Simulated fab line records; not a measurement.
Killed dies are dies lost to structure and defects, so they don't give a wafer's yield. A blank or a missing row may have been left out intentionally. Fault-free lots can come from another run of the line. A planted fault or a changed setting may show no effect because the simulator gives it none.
Problem report in the 8D (eight disciplines) form, filled by code || flow sky130 || the parts of the form that need people (team, actions taken, sign-off) are left out

## 1. THE PROBLEM
Wafers free of any fault read 563 nm (standard deviation 6.4) for CONTACT_HDPCVD_THK at SKY_CONTACT_THK_MEAS_03, against a mean of 681 nm on 6 wafers of 2 lots. That puts it +18 standard deviations away from the usual mean.
First seen on wafer L790.1, day 34 23:04, on film_metro-01. At this step, 36 wafers from 12 lots have a number in the record. Rule for "out", or "out of limits": more than 4 standard deviations from the usual mean. The other wafers with a number count as sound.

## 2. WHAT THIS IS AND IS NOT
{"question": "which readings at this step", "is": "CONTACT_HDPCVD_THK", "is not": "-"}
{"question": "which lots", "is": "L790, L791", "is not": "L777, L778, L779, L780, L783, L784, L785, L786, L799, L800"}
{"question": "which wafers of those lots", "is": "all that have a number", "is not": "-"}
{"question": "read on which gauges", "is": "film_metro-01, film_metro-04", "is not": "film_metro-03"}
{"question": "when", "is": "from day 34 23:04", "is not": "up to then (24 sound wafers); but 6 sound wafers of L799, L800 came after"}

## 3. SUSPECTS, AND WHAT RULES EACH OUT
Counting: a tool stays on the suspect list if, at a process step up to the reading, it processed all lots that are out and no sound lot following the first of them.
- ruled out: the gauge at SKY_CONTACT_THK_MEAS_03. Those wafers that are out were read across 2 gauges (film_metro-01, film_metro-04).
- hdpcvd-02 at SKY_CONTACT_HDPCVD_02 (deposits SiO2, target thk 565 nm, time 94.2 s): ruled out as a lasting fault. The sound lots L800 went through it after L790, its earliest lot that is out (day 34 23:00).
Left after counting: nothing in the record.

## 4. THE CAUSE (what the simulator had put in)
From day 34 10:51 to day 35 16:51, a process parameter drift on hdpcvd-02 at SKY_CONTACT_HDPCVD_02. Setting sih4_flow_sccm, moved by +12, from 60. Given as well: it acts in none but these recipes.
Counting ruled it out, wrongly: the rule takes a fault to strike every lot that its tool runs from its start on, and this one did not.

## 5. SEQUENCE OF EFFECTS, ordered by route
Rows list readings where the struck wafers' mean (over those with a number) sits beyond 3 standard deviations from the usual. Only readings for which the record gives a usual standard deviation are gone through. hours: the time from each lot's start at the first step in this table that gives one to its start at this step, as a median over the lots. sigmas: the change in usual standard deviations.
{"hours": 0, "step": "SKY_CONTACT_HDPCVD_02", "reading": "sih4_flow_sccm", "usual": "60.02 sccm", "on struck wafers": 72.09, "change": "+12.07", "sigmas": "+71"}
{"hours": 0, "step": "SKY_CONTACT_THK_MEAS_03", "reading": "CONTACT_HDPCVD_THK", "usual": "563 nm", "on struck wafers": 681, "change": "+118", "sigmas": "+18"}
{"hours": 0, "step": "SKY_CONTACT_CMP_04", "reading": "time_to_endpoint_s", "usual": "84 s", "on struck wafers": 125, "change": "+41", "sigmas": "+11"}
Process steps it contains:
- SKY_CONTACT_HDPCVD_02: deposits SiO2, target thk 565 nm, time 94.2 s.
- SKY_CONTACT_CMP_04: polishes SiO2.
At these later measuring or inspecting steps, every struck wafer for which the step has a row has a number for every such reading, and none has moved that far: SKY_CONTACT_OVL_MEAS_15.

## 6. WHAT WOULD HAVE CAUGHT IT SOONER
12 hours passed between the start of the fault at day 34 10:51 and the first reading out of limits at a measuring or inspecting step in this record, taken at day 34 23:04.
Tool's own readings at SKY_CONTACT_HDPCVD_02, sih4_flow_sccm: out on all struck wafers the step has rows for; an alarm limit on them would have tripped on the first.
